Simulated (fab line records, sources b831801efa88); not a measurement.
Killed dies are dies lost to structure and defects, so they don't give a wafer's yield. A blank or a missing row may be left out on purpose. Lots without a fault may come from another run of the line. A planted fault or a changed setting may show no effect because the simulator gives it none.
fab line records | flow sky130
record lots=5 wafers=15 last_day=51
route steps=708 shown LI_CONTACT@374 LOCAL_INTERCONNECT@387 PAD_OPEN@708
lots that met no fault: from a run of the same line without faults
start_h: hours from the record's first day to the start of the lot's first wafer shown | wait_h: hours since the lot's step before | " the same as in the row above | L1.1+2: a row that stands for several wafers | - no value, or no start given | * or withheld: withheld | < > ~ a bound
route shown NAME@n: a module of which the file shows steps, and the number in the route of the first | usual: mean/standard deviation of fault-free wafers | same: alike in all rows | chamber/n: place in a boat | sites: the reading at each site | _std_site: their standard deviation | _edge_site: outer sites' mean less inner sites' | radius_mm: how far each site lies from the wafer's centre | mask NAME#n: copy n | behind: the tool/chamber that last shaped the wafer | hold: why the lot was held/for how many hours/how that ended | device: the transistor (n, p or np) that didn't switch | end of line: the same wafers' tests at the end of the route | a step without rows: its recipe alone | killed: dies lost to structure and defects at the first sort, not the wafer's yield | map: a wafer's dies, x killed, . not, _ none there
set.NAME: the setting as run; set.NAME@STEP: as run at that earlier step | model.NAME: the simulator's own value behind a step, which no gauge read
lots at some steps of the route; a table a step, a row a wafer
services: from which hour (start_h, from the record's first day; less than 0 if before it) a tool's chamber was out of use, for how many hours, and why
## steps
# step SKY_LI_CONTACT_CD_MEAS_12
# recipe target_cd_nm=170
# usual cd_nm=170.5/1.7
# columns lot.wafer tool chamber start_h wait_h cd_nm
L482.2 cd_sem-01 - 705.43 - 169.1
L482.3 " - " " 168.9
L482.4 " - " " 170.4
L485.1 cd_sem-01 - 710.56 - 174.7
L485.2 " - " " 173.7
L485.6 " - " " 174.3
L492.1 cd_sem-01 - 771.91 - 170.6
L492.3 " - " " 169.1
L492.5 " - " " 172.2
L495.1 cd_sem-02 - 792.51 - 168.8
L495.4 " - " " 168.9
L495.6 " - " " 169.4
L503.3 cd_sem-02 - 875.35 - 168.8
L503.5 " - " " 168.6
L503.6 " - " " 169.3
# step SKY_LI_CONTACT_OVL_MEAS_13
# usual LI_CONTACT_OVL=-4/5.2
# columns lot.wafer tool chamber start_h wait_h LI_CONTACT_OVL[nm]
L482.2 overlay-02 - 705.53 0.1 -7
L482.3 " - " " -1
L482.4 " - " " -9
L485.1 overlay-01 - 710.68 0.1 3
L485.2 " - " " 3
L485.6 " - " " 5
L492.1 overlay-02 - 772.03 0.1 -5
L492.3 " - " " -5
L492.5 " - " " -4
L495.1 overlay-01 - 792.63 0.1 4
L495.4 " - " " -1
L495.6 " - " " -3
L503.3 overlay-01 - 875.44 0.1 -11
L503.5 " - " " -8
L503.6 " - " " -12
# step SKY_LI_CONTACT_ETCH_14
# recipe chemistry=N2/H2 target=BARC ion_energy_ev=200 source_w=500 bias_w=97.31 pressure_mtorr=30 n2_flow_sccm=100 h2_flow_sccm=200 stop_on=SiO2 time_s=45.9 target_depth_a=600
# usual drypump_motor_current_A=5.8/0.37 oes_product_au=0.854/0.0045 throttle_valve_pct=13.225/0.0087
# columns lot.wafer tool chamber start_h wait_h drypump_motor_current_A oes_product_au rf_hours_counter_h throttle_valve_pct
L482.2 rie_diel-02 2 705.56 0.0 5.7 0.852 4 13.224
L482.3 " 3 " " 5.7 0.856 4 13.224
L482.4 " 1 " " 6.0 0.852 17 13.228
L485.1 rie_diel-02 3 710.71 0.0 5.7 0.845 5 13.227
L485.2 " 1 " " 6.0 0.857 18 13.225
L485.6 " 2 " " 5.7 0.855 - 13.221
L492.1 rie_diel-01 0 772.06 0.0 6.3 0.847 12 13.243
L492.3 " 3 " " 6.0 0.859 13 13.228
L492.5 " 1 " " 5.2 0.858 - 13.220
L495.1 rie_diel-01 3 792.67 0.0 5.9 0.848 13 13.235
L495.4 " 3 " " 6.0 0.858 - 13.227
L495.6 " 2 " " 4.7 0.853 - 13.236
L503.3 rie_diel-04 2 875.46 0.0 5.7 0.857 8 13.213
L503.5 " 3 " " 6.6 0.855 - 13.225
L503.6 " 2 " " 5.7 0.856 - 13.232
# step SKY_LI_CONTACT_ETCH_15
# recipe target=PSG chemistry=C4F8/O2/Ar stop_on=Si taper_deg=4.15 mask_material=KrF-thick source_w=1500 bias_w=1200 pressure_mtorr=40 c4f8_flow_sccm=withheld O2_flow_sccm=6 Ar_flow_sccm=300 time_s=withheld target_depth_a=6000
# usual oes_product_au=0.836/0.0047
# columns lot.wafer tool chamber start_h wait_h oes_product_au
L482.2 rie_diel-02 2 705.60 0.0 0.829
L482.3 " 3 " " 0.838
L482.4 " 1 " " 0.836
L485.1 rie_diel-02 3 710.76 0.0 0.843
L485.2 " 1 " " 0.835
L485.6 " 2 " " 0.831
L492.1 rie_diel-01 0 772.10 0.0 0.834
L492.3 " 3 " " 0.840
L492.5 " 1 " " 0.835
L495.1 rie_diel-01 3 792.71 0.0 0.839
L495.4 " 3 " " 0.834
L495.6 " 2 " " 0.832
L503.3 rie_diel-04 2 875.51 0.0 0.836
L503.5 " 3 " " 0.842
L503.6 " 2 " " 0.845
# step SKY_LI_CONTACT_STRIP_16
# recipe chemistry=O2/N2 power_w=1400 pressure_mtorr=1500 platen_temp_c=withheld o2_flow_sccm=3000 n2_flow_sccm=300 overash_fraction=0.5
# usual drypump_motor_current_A=5.8/0.48 oes_product_au=0.376/0.0048 strip_time_to_endpoint_s=3.506/0.027
# columns lot.wafer tool chamber start_h wait_h drypump_motor_current_A oes_product_au rf_hours_counter_h strip_time_to_endpoint_s
L482.2 plasma_asher-02 0 705.69 - 5.7 0.382 58 3.526
L482.3 " 0 " " 5.7 0.380 - 3.543
L482.4 " 1 " " 4.9 0.380 - 3.494
L485.1 plasma_asher-04 1 710.84 - 5.9 0.378 28 3.547
L485.2 " 0 " " 6.5 0.380 28 3.500
L485.6 " 0 " " 6.4 0.377 - 3.532
L492.1 plasma_asher-01 1 772.19 - 5.9 0.372 3 3.491
L492.3 " 0 " " 5.5 0.374 - 3.488
L492.5 " 0 " " 5.5 0.377 - 3.508
L495.1 plasma_asher-02 1 792.80 - 4.9 0.372 65 3.477
L495.4 " 0 " " 5.7 0.371 - 3.483
L495.6 " 1 " " 4.9 0.378 - 3.535
L503.3 plasma_asher-04 0 875.62 - 6.4 0.374 - 3.481
L503.5 " 0 " " 6.4 0.372 - 3.489
L503.6 " 1 " " 6.0 0.379 - 3.512
# step SKY_LI_CONTACT_CLEAN_17
# recipe chemistry=NMP time_s=600 temp_c=60 dry=n2_spin
# step SKY_LI_CONTACT_PRE_CLEAN_18
# recipe gas=Ar time_s=5.6 bias_v=358
# step SKY_LI_CONTACT_SPUTTER_19
# recipe material=Ti target_thk_nm=20 chamber_pressure_pa=5 power_w=2500 substrate_temp_c=200 time_s=106.37
# usual throttle_valve_pct=30.1/1.2
# columns lot.wafer tool chamber start_h wait_h throttle_valve_pct
L482.2 pvd_sputter-04 - 706.00 0.0 29.5
L482.3 " - " " 31.3
L482.4 " - " " 28.2
L485.1 pvd_sputter-01 - 711.14 0.0 30.6
L485.2 " - " " 31.1
L485.6 " - " " 32.5
L492.1 pvd_sputter-04 - 772.49 0.0 28.0
L492.3 " - " " 31.1
L492.5 " - " " 31.3
L495.1 pvd_sputter-04 - 793.11 0.0 31.4
L495.4 " - " " 29.9
L495.6 " - " " 31.2
L503.3 pvd_sputter-01 - 875.89 0.0 30.7
L503.5 " - " " 32.4
L503.6 " - " " 29.6
# step SKY_LI_CONTACT_SPUTTER_20
# recipe material=TiN target_thk_nm=20 chamber_pressure_pa=5 power_w=4000 time_s=80
# step SKY_LI_CONTACT_CVD_21
# recipe material=W target_thk_nm=400 time_s=120.56 temp_c=400 pressure_torr=40
# step SKY_LI_CONTACT_RS_MEAS_22
# recipe thk_meas_gauge=four-point-probe reads=W_of_LI_CONTACT_CVD_21+TiN_of_LI_CONTACT_SPUTTER_20+Ti_of_LI_CONTACT_SPUTTER_19
# usual LI_CONTACT_W_RS=0.283/0.0046
# columns lot.wafer tool chamber start_h wait_h LI_CONTACT_W_RS[ohm/sq]
L482.2 film_metro-01 - 706.42 0.1 0.276
L482.3 " - " " 0.277
L482.4 " - " " 0.285
L485.1 film_metro-04 - 711.40 0.1 0.278
L485.2 " - " " 0.291
L485.6 " - " " 0.287
L492.1 film_metro-01 - 772.75 0.1 0.285
L492.3 " - " " 0.278
L492.5 " - " " 0.286
L495.1 film_metro-02 - 793.37 0.1 0.275
L495.4 " - " " 0.276
L495.6 " - " " 0.283
L503.3 film_metro-01 - 876.19 0.1 0.284
L503.5 " - " " 0.275
L503.6 " - " " 0.283
# step SKY_LI_CONTACT_THK_MEAS_23
# recipe thk_meas_gauge=xrf reads=W_of_LI_CONTACT_CVD_21
# usual LI_CONTACT_W_THK=391/7.8
# columns lot.wafer tool chamber start_h wait_h LI_CONTACT_W_THK[nm]
L482.2 film_metro-01 - 706.53 0.1 397
L482.3 " - " " 396
L482.4 " - " " 381
L485.1 film_metro-04 - 711.52 0.1 403
L485.2 " - " " 384
L485.6 " - " " 391
L492.1 film_metro-01 - 772.87 0.1 381
L492.3 " - " " 390
L492.5 " - " " 379
L495.1 film_metro-02 - 793.49 0.1 401
L495.4 " - " " 401
L495.6 " - " " 390
L503.3 film_metro-01 - 876.29 0.1 387
L503.5 " - " " 395
L503.6 " - " " 386
# step SKY_LI_CONTACT_CMP_24
# recipe stop_on=PSG t_overpolish_s=20 down_force_psi=3.5 platen_rpm=60 target_thk_nm=0 pad_velocity_m_s=0.94248
# usual motor_current_A=10.7/1.2 overpolish_run_s=19.999/0.009 t_overpolish_s=20/0 time_to_endpoint_s=96/3.3
# columns lot.wafer tool chamber start_h wait_h motor_current_A overpolish_run_s t_overpolish_s time_to_endpoint_s
L482.4 cmp-01 0 706.58 0.0 13.0 19.997 20 97
L482.2 " 1 " " 9.9 19.998 20 103
L482.3 " 3 " " 9.6 20.000 20 98
L485.1 cmp-02 0 711.58 0.1 9.9 19.989 20 98
L485.2 " 3 " " 11.3 20.007 20 94
L485.6 " 0 " " 9.3 19.996 20 91
L492.1 cmp-01 2 772.98 0.1 9.6 20.000 20 96
L492.3 " 0 " " 13.3 19.989 20 99
L492.5 " 2 " " 9.9 19.982 20 94
L495.4 cmp-01 0 793.55 0.0 12.8 16.900 16.892 98
L495.1 " 1 " " 10.3 19.991 20 100
L495.6 " 1 " " 10.3 20.003 20 95
L503.3 cmp-02 1 876.51 0.2 11.9 20.000 20 92
L503.5 " 2 " " 10.1 20.011 20 97
L503.6 " 3 " " 11.2 20.013 20 96
# step SKY_LOCAL_INTERCONNECT_SPUTTER_00
# recipe material=TiN target_thk_nm=100 temp_c=300 power_w=6500 time_s=83.3 chamber_pressure_pa=0.4
# usual throttle_valve_pct=30.1/1
# columns lot.wafer tool chamber start_h wait_h throttle_valve_pct
L482.2 pvd_sputter-03 - 706.88 0.2 29.7
L482.3 " - " " 28.6
L482.4 " - " " 31.4
L485.1 pvd_sputter-04 - 711.88 0.2 29.6
L485.2 " - " " 31.2
L485.6 " - " " 29.5
L492.1 pvd_sputter-03 - 773.23 0.2 30.9
L492.3 " - " " 28.7
L492.5 " - " " 29.8
L495.1 pvd_sputter-02 - 793.85 0.2 29.1
L495.4 " - " " 30.4
L495.6 " - " " 30.5
L503.3 pvd_sputter-02 - 876.66 0.1 31.5
L503.5 " - " " 31.9
L503.6 " - " " 30.3
# step SKY_PAD_OPEN_PROBE_99
# usual killed_at_M0_to_M3=44/6.8 killed_at_M4_up=2.9/1.9 killed_at_contacts=24/5.2 killed_at_front_end=16/4.1 killed_at_other=0.4/0.74 killed_dies=88/9.1 killed_open=48/7.2 killed_short=39/5.6
# same gross_dies=492 killed_at_back_side=0
# columns lot.wafer tool chamber start_h wait_h killed_at_M0_to_M3 killed_at_M4_up killed_at_contacts killed_at_front_end killed_at_other killed_dies killed_open killed_short
L482.2 prober-02 - 1094.17 0.1 42 2 27 12 0 83 45 38
L482.3 prober-02 - 1094.22 0.2 40 2 27 14 0 83 46 37
L482.4 prober-02 - 1094.27 0.2 41 6 29 19 0 95 52 40
L485.1 prober-02 - 1094.99 0.1 53 3 16 12 2 86 35 49
L485.2 prober-02 - 1095.04 0.1 43 4 23 13 2 85 47 38
L485.6 prober-02 - 1095.24 0.2 51 7 14 18 2 92 39 52
# killed by level:class
L482.2 VIA1:geometric_particle:open=13 LI_CONTACT:geometric_particle:open=8 LOCAL_INTERCONNECT:geometric_particle:short=6 VIA2:geometric_particle:open=6 CONTACT:geometric_particle:open=6 METAL2:geometric_particle:short=6 POLY_GATE:geometric_particle:open=5 METAL1:geometric_particle:short=5
L482.3 VIA1:geometric_particle:open=12 CONTACT:geometric_particle:open=7 LI_CONTACT:geometric_particle:open=7 FIELD_ISO:geometric_particle:open=6 LI_CONTACT:geometric_particle:short=6 VIA2:geometric_particle:open=5 CONTACT:geometric_particle:short=4 VIA3:geometric_particle:open=4
L482.4 CONTACT:geometric_particle:open=12 VIA1:geometric_particle:open=10 VIA3:geometric_particle:open=7 LI_CONTACT:geometric_particle:open=7 POLY_GATE:geometric_particle:open=5 VIA1:geometric_particle:short=5 CONTACT:geometric_particle:short=5 METAL1:geometric_particle:short=5
L485.1 METAL2:geometric_particle:short=15 VIA1:geometric_particle:open=13 CONTACT:geometric_particle:short=6 POLY_GATE:geometric_particle:open=5 LOCAL_INTERCONNECT:geometric_particle:short=5 METAL1:geometric_particle:short=5 VIA3:geometric_particle:open=5 VIA1:geometric_particle:short=3
L485.2 VIA1:geometric_particle:open=12 CONTACT:geometric_particle:open=9 METAL1:geometric_particle:short=6 POLY_GATE:geometric_particle:short=5 SPACER:geometric_particle:open=5 LI_CONTACT:geometric_particle:open=5 VIA2:geometric_particle:open=4 VIA1:geometric_particle:short=4
L485.6 VIA1:geometric_particle:open=10 METAL2:geometric_particle:short=10 VIA1:geometric_particle:short=7 CONTACT:geometric_particle:open=6 POLY_GATE:geometric_particle:short=5 LOCAL_INTERCONNECT:geometric_particle:short=4 VIA2:geometric_particle:short=4 VIA2:geometric_particle:open=4
## services
# columns tool chamber start_h hours kind
pvd_sputter-01 - 682.35 2.8 repair
cmp-01 - 688.22 3.3 repair
rie_diel-02 - 689.08 0.9 repair
rie_diel-04 - 700.33 0.4 repair
plasma_asher-02 - 706.14 21.4 repair
pvd_sputter-03 - 711.25 1.7 repair
cmp-01 - 716.86 5.7 pm
pvd_sputter-04 - 716.89 2.3 repair
pvd_sputter-03 - 720.08 3.6 repair
plasma_asher-04 - 721.55 1.0 repair
cmp-01 - 723.98 1.4 repair
cmp-01 - 726.08 2.2 repair
pvd_sputter-01 - 734.14 2.2 repair
rie_diel-04 0 739.97 2.8 repair
cmp-02 - 743.68 6.5 repair
cmp-01 - 747.01 4.0 pm
cmp-02 - 747.24 4.3 repair
cmp-02 - 751.57 4.7 pm
cmp-02 - 756.63 3.7 repair
rie_diel-02 1 780.02 6.7 repair
cmp-01 - 794.56 1.7 repair
cmp-01 - 798.94 13.6 pm
rie_diel-01 3 825.12 16.6 repair
cmp-01 - 838.77 0.2 repair
## key
first_sign step=SKY_LI_CONTACT_CMP_24 reading=t_overpolish_s direction=down sigmas=99+ usual=20 struck=16.892
effect step=SKY_LI_CONTACT_CMP_24 reading=overpolish_run_s direction=down sigmas=99+ usual=19.999 struck=16.900
met_at SKY_LI_CONTACT_CMP_24
struck_wafers L495.4
tester_left_out L495
onset_between 772.98 793.55
fault kind=process_parameter_drift tool=cmp-01 chamber=0 onset_h=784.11 steps=SKY_LI_CONTACT_CMP_24 channel=t_overpolish_s offset=-3.1079 shape=step end_h=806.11 acts_in=these_recipes_only stated=20
# tester_left_out: of these lots the tester's yield and bins aren't shown, on N5 and GAA mostly nor the transistor test; their killed dies are dies lost to structure and defects alone, not to doping, threshold or leakage, so they don't give the yield
